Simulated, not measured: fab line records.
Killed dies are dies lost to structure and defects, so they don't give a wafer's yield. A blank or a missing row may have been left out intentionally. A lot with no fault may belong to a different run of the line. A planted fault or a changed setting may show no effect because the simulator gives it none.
fab line records	flow gf180mcu
[record] lots = 24	wafers = 72	last_day = 34
route steps=602 shown CONTACT@302 V1@357 M2@362 V2@383
lots untouched by any fault: they come from a run of this same line in which no faults occurred
start_h: start of the lot's first displayed wafer, in hours after the record's first day	wait_h: hours elapsed since this lot's preceding step	" as in the row above	L1.1+2: a row that stands for several wafers	- either no value or no given start	* or withheld: withheld	< > ~ a bound
route shown NAME@n: names a module that has steps shown in the file, with the first one's number in the route	usual: average and standard deviation across the fault-free wafers	same: alike in all rows	chamber/n: place in a boat	sites: the reading at each site	_std_site: their standard deviation	_edge_site: outer sites' mean less inner sites'	radius_mm: how far each site lies from the wafer's centre	mask NAME#n: copy n	behind: the tool/chamber that last shaped the wafer	hold: why the lot was held/for how many hours/how that ended	device: the n, p or np transistor that did not switch	end of line: the same wafers' tests at the end of the route	step lacking rows: just its recipe	killed: the dies lost at the first sort to structure and to defects; this is not the yield of the wafer	map: shows each die of a wafer: x if killed, . if not, _ if none is there
set.NAME: setting as actually run; set.NAME@STEP: the setting as run at that earlier step	model.NAME: the simulator's own value behind a step, which no gauge read
one table for each step of the route and one row for each wafer, over a sample of lots
services: from which hour (start_h, from the record's first day; less than 0 if before it) a tool's chamber was out of use, for how many hours, and why
[[steps]]
[step GF_CONTACT_OVL_MEAS_15]
[usual] CONTACT_OVL = 2/4.7
lot.wafer	tool	chamber	start_h	wait_h	CONTACT_OVL[nm]
L074.1	overlay-02	-	368.08	0.1	-5
L074.5	"	-	"	"	-1
L074.6	"	-	"	"	5
L075.2	overlay-01	-	374.04	0.1	-3
L075.4	"	-	"	"	-8
L075.5	"	-	"	"	-5
L076.3	overlay-02	-	385.79	0.1	10
L076.4	"	-	"	"	8
L076.5	"	-	"	"	2
L077.1	overlay-02	-	388.83	0.1	5
L077.2	"	-	"	"	0
L077.6	"	-	"	"	-6
L079.4	overlay-02	-	407.69	0.1	5
L079.5	"	-	"	"	-10
L079.6	"	-	"	"	4
L078.1	overlay-02	-	411.43	0.1	-3
L078.2	"	-	"	"	2
L078.3	"	-	"	"	9
L080.2	overlay-02	-	416.34	0.1	0
L080.4	"	-	"	"	0
L080.5	"	-	"	"	-2
L081.2	overlay-02	-	425.84	0.1	4
L081.3	"	-	"	"	8
L081.6	"	-	"	"	6
L082.1	overlay-01	-	433.42	0.1	3
L082.3	"	-	"	"	8
L082.5	"	-	"	"	2
L083.1	overlay-02	-	451.32	0.1	5
L083.3	"	-	"	"	-2
L083.5	"	-	"	"	5
L084.2	overlay-01	-	459.46	0.1	0
L084.4	"	-	"	"	-1
L084.5	"	-	"	"	-5
L085.3	overlay-02	-	468.57	0.1	3
L085.4	"	-	"	"	7
L085.6	"	-	"	"	14
L086.1	overlay-02	-	471.13	0.1	3
L086.5	"	-	"	"	-1
L086.6	"	-	"	"	3
L087.1	overlay-02	-	487.28	0.1	2
L087.4	"	-	"	"	3
L087.5	"	-	"	"	3
L088.1	overlay-02	-	496.03	0.1	-3
L088.3	"	-	"	"	-9
L088.4	"	-	"	"	-4
L089.2	overlay-02	-	505.36	0.1	5
L089.4	"	-	"	"	9
L089.5	"	-	"	"	8
L090.2	overlay-01	-	505.53	0.1	-2
L090.5	"	-	"	"	-2
L090.6	"	-	"	"	-3
L091.2	overlay-02	-	516.53	0.1	7
L091.4	"	-	"	"	2
L091.6	"	-	"	"	1
L092.1	overlay-01	-	524.55	0.1	6
L092.3	"	-	"	"	1
L092.6	"	-	"	"	12
L093.4	overlay-01	-	531.04	0.1	7
L093.5	"	-	"	"	4
L093.6	"	-	"	"	3
L094.1	overlay-01	-	543.28	0.1	-3
L094.2	"	-	"	"	1
L094.3	"	-	"	"	2
L095.2	overlay-01	-	544.43	0.1	12
L095.3	"	-	"	"	4
L095.4	"	-	"	"	7
L096.2	overlay-02	-	554.49	0.1	-3
L096.4	"	-	"	"	2
L096.6	"	-	"	"	4
L097.2	overlay-01	-	558.41	0.1	-2
L097.5	"	-	"	"	-3
L097.6	"	-	"	"	8
[step GF_V1_SPUTTER_22]
[recipe] material = TiN	target_thk_nm = 10	chamber_pressure_pa = 5	power_w = 4000	time_s = 40
[usual] throttle_valve_pct = 29.8/0.87
lot.wafer	tool	chamber	start_h	wait_h	throttle_valve_pct
L074.1	pvd_sputter-01	-	417.59	0.0	29.9
L074.5	"	-	"	"	30.1
L074.6	"	-	"	"	29.6
L075.2	pvd_sputter-01	-	423.87	0.0	30.3
L075.4	"	-	"	"	31.3
L075.5	"	-	"	"	30.0
L076.3	pvd_sputter-01	-	437.37	0.0	31.1
L076.4	"	-	"	"	30.3
L076.5	"	-	"	"	29.5
L077.1	pvd_sputter-04	-	439.43	0.0	29.7
L077.2	"	-	"	"	29.6
L077.6	"	-	"	"	28.1
L079.4	pvd_sputter-02	-	460.69	0.0	29.7
L079.5	"	-	"	"	28.3
L079.6	"	-	"	"	29.6
L078.1	pvd_sputter-02	-	464.40	0.0	30.8
L078.2	"	-	"	"	29.2
L078.3	"	-	"	"	28.6
L080.2	pvd_sputter-01	-	468.86	0.0	30.5
L080.4	"	-	"	"	29.8
L080.5	"	-	"	"	29.9
L081.2	pvd_sputter-01	-	477.64	0.0	30.0
L081.3	"	-	"	"	29.6
L081.6	"	-	"	"	30.4
L082.1	pvd_sputter-02	-	485.69	0.0	28.8
L082.3	"	-	"	"	29.3
L082.5	"	-	"	"	29.0
L083.1	pvd_sputter-01	-	503.56	0.0	30.5
L083.3	"	-	"	"	31.0
L083.5	"	-	"	"	30.3
L084.2	pvd_sputter-04	-	510.29	0.0	29.6
L084.4	"	-	"	"	30.2
L084.5	"	-	"	"	29.5
L085.3	pvd_sputter-02	-	519.67	0.0	30.6
L085.4	"	-	"	"	29.4
L085.6	"	-	"	"	28.2
L086.1	pvd_sputter-02	-	522.71	0.0	28.3
L086.5	"	-	"	"	28.9
L086.6	"	-	"	"	30.5
L087.1	pvd_sputter-02	-	537.54	0.0	29.2
L087.4	"	-	"	"	30.9
L087.5	"	-	"	"	29.1
L088.1	pvd_sputter-01	-	546.12	0.0	30.0
L088.3	"	-	"	"	31.5
L088.4	"	-	"	"	29.8
L089.2	pvd_sputter-02	-	554.84	0.0	30.8
L089.4	"	-	"	"	29.6
L089.5	"	-	"	"	28.4
L090.2	pvd_sputter-04	-	555.51	0.0	29.7
L090.5	"	-	"	"	30.1
L090.6	"	-	"	"	29.6
L091.2	pvd_sputter-01	-	566.28	0.0	29.9
L091.4	"	-	"	"	31.2
L091.6	"	-	"	"	30.2
L092.1	pvd_sputter-02	-	573.62	0.0	28.9
L092.3	"	-	"	"	29.5
L092.6	"	-	"	"	29.1
L093.4	pvd_sputter-01	-	579.26	0.0	29.7
L093.5	"	-	"	"	29.6
L093.6	"	-	"	"	29.9
L094.1	pvd_sputter-02	-	592.16	0.0	30.6
L094.2	"	-	"	"	28.9
L094.3	"	-	"	"	29.7
L095.2	pvd_sputter-01	-	592.49	0.0	29.7
L095.3	"	-	"	"	31.3
L095.4	"	-	"	"	29.5
L096.2	pvd_sputter-02	-	601.60	0.0	29.6
L096.4	"	-	"	"	28.8
L096.6	"	-	"	"	30.6
L097.2	pvd_sputter-01	-	604.71	0.0	29.9
L097.5	"	-	"	"	30.2
L097.6	"	-	"	"	29.9
[step GF_V1_THK_MEAS_25]
[recipe] thk_meas_gauge = xrf	reads = W_of_V1_CVD_23
[usual] V1_W_THK = 352/9.9
lot.wafer	tool	chamber	start_h	wait_h	V1_W_THK[nm]
L074.1	film_metro-01	-	417.98	0.1	341
L074.5	"	-	"	"	339
L074.6	"	-	"	"	339
L075.2	film_metro-01	-	424.15	0.1	347
L075.4	"	-	"	"	344
L075.5	"	-	"	"	359
L076.3	film_metro-01	-	437.66	0.1	363
L076.4	"	-	"	"	352
L076.5	"	-	"	"	358
L077.1	film_metro-01	-	439.70	0.1	361
L077.2	"	-	"	"	345
L077.6	"	-	"	"	365
L079.4	film_metro-01	-	460.99	0.1	358
L079.5	"	-	"	"	359
L079.6	"	-	"	"	337
L078.1	film_metro-01	-	464.67	0.1	347
L078.2	"	-	"	"	349
L078.3	"	-	"	"	355
L080.2	film_metro-03	-	469.15	0.1	355
L080.4	"	-	"	"	360
L080.5	"	-	"	"	358
L081.2	film_metro-03	-	477.92	0.1	355
L081.3	"	-	"	"	359
L081.6	"	-	"	"	352
L082.1	film_metro-01	-	485.96	0.1	357
L082.3	"	-	"	"	364
L082.5	"	-	"	"	336
L083.1	film_metro-04	-	503.83	0.1	341
L083.3	"	-	"	"	337
L083.5	"	-	"	"	362
L084.2	film_metro-04	-	510.57	0.1	368
L084.4	"	-	"	"	340
L084.5	"	-	"	"	341
L085.3	film_metro-04	-	519.96	0.1	343
L085.4	"	-	"	"	369
L085.6	"	-	"	"	343
L086.1	film_metro-03	-	522.98	0.1	343
L086.5	"	-	"	"	343
L086.6	"	-	"	"	365
L087.1	film_metro-01	-	537.81	0.1	361
L087.4	"	-	"	"	358
L087.5	"	-	"	"	357
L088.1	film_metro-03	-	546.39	0.1	342
L088.3	"	-	"	"	344
L088.4	"	-	"	"	373
L089.2	film_metro-01	-	555.12	0.1	332
L089.4	"	-	"	"	331
L089.5	"	-	"	"	335
L090.2	film_metro-04	-	555.79	0.1	342
L090.5	"	-	"	"	361
L090.6	"	-	"	"	346
L091.2	film_metro-03	-	566.56	0.1	351
L091.4	"	-	"	"	345
L091.6	"	-	"	"	348
L092.1	film_metro-04	-	573.90	0.1	346
L092.3	"	-	"	"	365
L092.6	"	-	"	"	367
L093.4	film_metro-01	-	579.56	0.1	348
L093.5	"	-	"	"	349
L093.6	"	-	"	"	355
L094.1	film_metro-03	-	592.43	0.1	347
L094.2	"	-	"	"	365
L094.3	"	-	"	"	375
L095.2	film_metro-01	-	592.77	0.1	345
L095.3	"	-	"	"	349
L095.4	"	-	"	"	348
L096.2	film_metro-01	-	601.88	0.1	353
L096.4	"	-	"	"	349
L096.6	"	-	"	"	348
L097.2	film_metro-01	-	604.99	0.1	354
L097.5	"	-	"	"	346
L097.6	"	-	"	"	355
[step GF_M2_SPUTTER_00]
[recipe] material = Ti	target_thk_nm = 37.5	arriving_ion_energy_ev = 80	substrate_temp_c = 200	chamber_pressure_pa = 2	power_w = 4000	time_s = 150
[usual] throttle_valve_pct = 29.5/0.87
lot.wafer	tool	chamber	start_h	wait_h	throttle_valve_pct
L074.1	pvd_sputter-02	-	418.34	0.1	28.4
L074.5	"	-	"	"	29.5
L074.6	"	-	"	"	28.3
L075.2	pvd_sputter-04	-	424.50	0.2	29.8
L075.4	"	-	"	"	29.9
L075.5	"	-	"	"	28.4
L076.3	pvd_sputter-03	-	438.00	0.1	29.4
L076.4	"	-	"	"	30.5
L076.5	"	-	"	"	30.4
L077.1	pvd_sputter-04	-	440.06	0.2	29.8
L077.2	"	-	"	"	29.7
L077.6	"	-	"	"	28.3
L079.4	pvd_sputter-02	-	461.32	0.1	29.2
L079.5	"	-	"	"	28.4
L079.6	"	-	"	"	30.5
L078.1	pvd_sputter-03	-	465.03	0.2	28.8
L078.2	"	-	"	"	29.7
L078.3	"	-	"	"	30.8
L080.2	pvd_sputter-04	-	469.50	0.1	29.7
L080.4	"	-	"	"	29.0
L080.5	"	-	"	"	29.7
L081.2	pvd_sputter-02	-	478.27	0.2	28.6
L081.3	"	-	"	"	28.9
L081.6	"	-	"	"	29.0
L082.1	pvd_sputter-03	-	486.32	0.2	31.3
L082.3	"	-	"	"	29.5
L082.5	"	-	"	"	29.0
L083.1	pvd_sputter-04	-	504.19	0.2	28.5
L083.3	"	-	"	"	30.0
L083.5	"	-	"	"	29.7
L084.2	pvd_sputter-02	-	510.92	0.1	30.7
L084.4	"	-	"	"	29.2
L084.5	"	-	"	"	29.0
L085.3	pvd_sputter-02	-	520.30	0.1	30.6
L085.4	"	-	"	"	29.5
L085.6	"	-	"	"	30.8
L086.1	pvd_sputter-03	-	523.34	0.1	31.1
L086.5	"	-	"	"	31.1
L086.6	"	-	"	"	30.7
L087.1	pvd_sputter-02	-	538.17	0.2	29.3
L087.4	"	-	"	"	30.4
L087.5	"	-	"	"	30.4
L088.1	pvd_sputter-04	-	546.75	0.1	28.2
L088.3	"	-	"	"	29.0
L088.4	"	-	"	"	29.6
L089.2	pvd_sputter-02	-	555.47	0.1	29.3
L089.4	"	-	"	"	30.5
L089.5	"	-	"	"	28.4
L090.2	pvd_sputter-04	-	556.14	0.1	29.6
L090.5	"	-	"	"	29.6
L090.6	"	-	"	"	29.7
L091.2	pvd_sputter-02	-	566.91	0.1	28.8
L091.4	"	-	"	"	29.4
L091.6	"	-	"	"	28.4
L092.1	pvd_sputter-04	-	574.77	0.2	28.3
L092.3	"	-	"	"	29.8
L092.6	"	-	"	"	28.5
L093.4	pvd_sputter-02	-	579.89	0.2	29.3
L093.5	"	-	"	"	29.0
L093.6	"	-	"	"	29.5
L094.1	pvd_sputter-03	-	592.79	0.1	29.1
L094.2	"	-	"	"	29.7
L094.3	"	-	"	"	31.2
L095.2	pvd_sputter-04	-	593.12	0.1	28.3
L095.3	"	-	"	"	29.8
L095.4	"	-	"	"	28.9
L096.2	pvd_sputter-02	-	602.23	0.2	29.5
L096.4	"	-	"	"	28.9
L096.6	"	-	"	"	29.1
L097.2	pvd_sputter-03	-	605.34	0.2	29.0
L097.5	"	-	"	"	30.7
L097.6	"	-	"	"	28.8
[step GF_M2_CD_MEAS_14]
[recipe] target_cd_nm = 280
[usual] cd_nm = 280.2/1.3
lot.wafer	tool	chamber	start_h	wait_h	cd_nm
L074.1	cd_sem-01	-	442.96	0.1	282.6
L074.5	"	-	"	"	282.7
L074.6	"	-	"	"	283.7
L075.2	cd_sem-02	-	449.15	0.1	279.5
L075.4	"	-	"	"	280.5
L075.5	"	-	"	"	279.5
L076.3	cd_sem-02	-	462.57	0.1	280.0
L076.4	"	-	"	"	279.7
L076.5	"	-	"	"	279.5
L077.1	cd_sem-02	-	464.83	0.1	279.9
L077.2	"	-	"	"	281.7
L077.6	"	-	"	"	281.3
L079.4	cd_sem-01	-	486.09	0.1	279.2
L079.5	"	-	"	"	279.7
L079.6	"	-	"	"	278.8
L078.1	cd_sem-01	-	489.56	0.1	279.1
L078.2	"	-	"	"	280.2
L078.3	"	-	"	"	279.9
L080.2	cd_sem-01	-	493.93	0.1	282.0
L080.4	"	-	"	"	280.9
L080.5	"	-	"	"	280.7
L081.2	cd_sem-01	-	506.58	0.1	278.1
L081.3	"	-	"	"	279.2
L081.6	"	-	"	"	277.5
L082.1	cd_sem-02	-	509.76	0.1	282.6
L082.3	"	-	"	"	282.9
L082.5	"	-	"	"	280.5
L083.1	cd_sem-01	-	528.08	0.1	281.2
L083.3	"	-	"	"	280.2
L083.5	"	-	"	"	281.2
L084.2	cd_sem-01	-	534.03	0.1	280.6
L084.4	"	-	"	"	279.7
L084.5	"	-	"	"	279.1
L085.3	cd_sem-02	-	542.50	0.1	278.0
L085.4	"	-	"	"	278.8
L085.6	"	-	"	"	278.0
L086.1	cd_sem-02	-	546.21	0.1	280.0
L086.5	"	-	"	"	280.6
L086.6	"	-	"	"	280.2
L087.1	cd_sem-01	-	560.96	0.1	280.4
L087.4	"	-	"	"	281.3
L087.5	"	-	"	"	279.8
L088.1	cd_sem-02	-	569.57	0.2	277.7
L088.3	"	-	"	"	278.2
L088.4	"	-	"	"	278.8
L089.2	cd_sem-01	-	577.58	0.1	280.2
L089.4	"	-	"	"	279.5
L089.5	"	-	"	"	280.7
L090.2	cd_sem-01	-	578.70	0.1	279.9
L090.5	"	-	"	"	279.4
L090.6	"	-	"	"	278.9
L091.2	cd_sem-01	-	589.30	0.1	280.7
L091.4	"	-	"	"	279.2
L091.6	"	-	"	"	279.9
L092.1	cd_sem-01	-	596.21	0.1	279.4
L092.3	"	-	"	"	280.2
L092.6	"	-	"	"	279.8
L093.4	cd_sem-02	-	602.17	0.1	279.4
L093.5	"	-	"	"	279.8
L093.6	"	-	"	"	278.5
L094.1	cd_sem-02	-	613.56	0.1	281.4
L094.2	"	-	"	"	282.3
L094.3	"	-	"	"	281.9
L095.2	cd_sem-01	-	613.93	0.1	280.6
L095.3	"	-	"	"	279.7
L095.4	"	-	"	"	281.0
L096.2	cd_sem-01	-	623.08	0.1	281.5
L096.4	"	-	"	"	281.8
L096.6	"	-	"	"	281.2
L097.2	cd_sem-01	-	626.28	0.1	280.8
L097.5	"	-	"	"	279.9
L097.6	"	-	"	"	279.5
[step GF_V2_THK_MEAS_01]
[recipe] reads = SiO2_of_V2_CVD_00
[usual] V2_CVD_00_THK = 602/8.6
lot.wafer	tool	chamber	start_h	wait_h	V2_CVD_00_THK[nm]
L074.1	film_metro-03	-	443.96	0.0	615
L074.5	"	-	"	"	607
L074.6	"	-	"	"	611
L075.2	film_metro-04	-	450.13	0.0	593
L075.4	"	-	"	"	606
L075.5	"	-	"	"	610
L076.3	film_metro-02	-	463.57	0.1	594
L076.4	"	-	"	"	610
L076.5	"	-	"	"	601
L077.1	film_metro-03	-	465.72	0.0	599
L077.2	"	-	"	"	592
L077.6	"	-	"	"	609
L079.4	film_metro-02	-	486.94	0.0	596
L079.5	"	-	"	"	604
L079.6	"	-	"	"	604
L078.1	film_metro-03	-	490.44	0.0	607
L078.2	"	-	"	"	612
L078.3	"	-	"	"	615
L080.2	film_metro-02	-	494.79	0.0	599
L080.4	"	-	"	"	610
L080.5	"	-	"	"	594
L081.2	film_metro-02	-	507.48	0.0	598
L081.3	"	-	"	"	600
L081.6	"	-	"	"	607
L082.1	film_metro-03	-	510.67	0.0	607
L082.3	"	-	"	"	606
L082.5	"	-	"	"	613
L083.1	film_metro-03	-	528.96	0.0	601
L083.3	"	-	"	"	600
L083.5	"	-	"	"	608
L084.2	film_metro-02	-	534.89	0.0	602
L084.4	"	-	"	"	601
L084.5	"	-	"	"	605
L085.3	film_metro-03	-	543.39	0.1	609
L085.4	"	-	"	"	598
L085.6	"	-	"	"	606
L086.1	film_metro-04	-	547.09	0.0	596
L086.5	"	-	"	"	608
L086.6	"	-	"	"	600
L087.1	film_metro-04	-	561.88	0.0	603
L087.4	"	-	"	"	600
L087.5	"	-	"	"	603
L088.1	film_metro-02	-	570.57	0.0	612
L088.3	"	-	"	"	601
L088.4	"	-	"	"	592
L089.2	film_metro-04	-	578.85	0.0	587
L089.4	"	-	"	"	608
L089.5	"	-	"	"	601
L090.2	film_metro-03	-	579.99	0.0	607
L090.5	"	-	"	"	606
L090.6	"	-	"	"	600
L091.2	film_metro-04	-	590.21	0.0	593
L091.4	"	-	"	"	595
L091.6	"	-	"	"	614
L092.1	film_metro-04	-	597.42	0.0	588
L092.3	"	-	"	"	602
L092.6	"	-	"	"	584
L093.4	film_metro-03	-	603.01	0.0	612
L093.5	"	-	"	"	599
L093.6	"	-	"	"	611
L094.1	film_metro-02	-	614.58	0.0	613
L094.2	"	-	"	"	622
L094.3	"	-	"	"	620
L095.2	film_metro-02	-	614.91	0.0	607
L095.3	"	-	"	"	590
L095.4	"	-	"	"	589
L096.2	film_metro-03	-	623.97	0.0	585
L096.4	"	-	"	"	603
L096.6	"	-	"	"	589
L097.2	film_metro-04	-	627.14	0.0	595
L097.5	"	-	"	"	588
L097.6	"	-	"	"	588
[[services]]
tool	chamber	start_h	hours	kind
pvd_sputter-02	-	403.47	1.9	repair
pvd_sputter-03	-	406.52	2.6	repair
pvd_sputter-02	-	435.18	9.1	repair
pvd_sputter-04	-	453.25	3.9	repair
pvd_sputter-02	-	467.07	4.9	repair
pvd_sputter-03	0	467.88	-	consumable_replace:kit
pvd_sputter-03	0	467.88	18.0	scheduled_down
pvd_sputter-03	0	467.88	18.0	vent_cycle
pvd_sputter-04	3	479.57	-	consumable_replace:kit
pvd_sputter-04	3	479.57	18.0	scheduled_down
pvd_sputter-04	3	479.57	18.0	vent_cycle
pvd_sputter-03	-	495.87	2.6	repair
pvd_sputter-01	2	506.76	-	consumable_replace:kit
pvd_sputter-01	2	506.76	18.0	scheduled_down
pvd_sputter-01	2	506.76	18.0	vent_cycle
pvd_sputter-01	-	512.83	7.4	repair
pvd_sputter-04	-	516.07	3.1	repair
pvd_sputter-03	-	530.80	7.7	repair
pvd_sputter-01	-	531.37	2.5	repair
pvd_sputter-03	-	553.62	14.8	repair
[[key]]
fault none
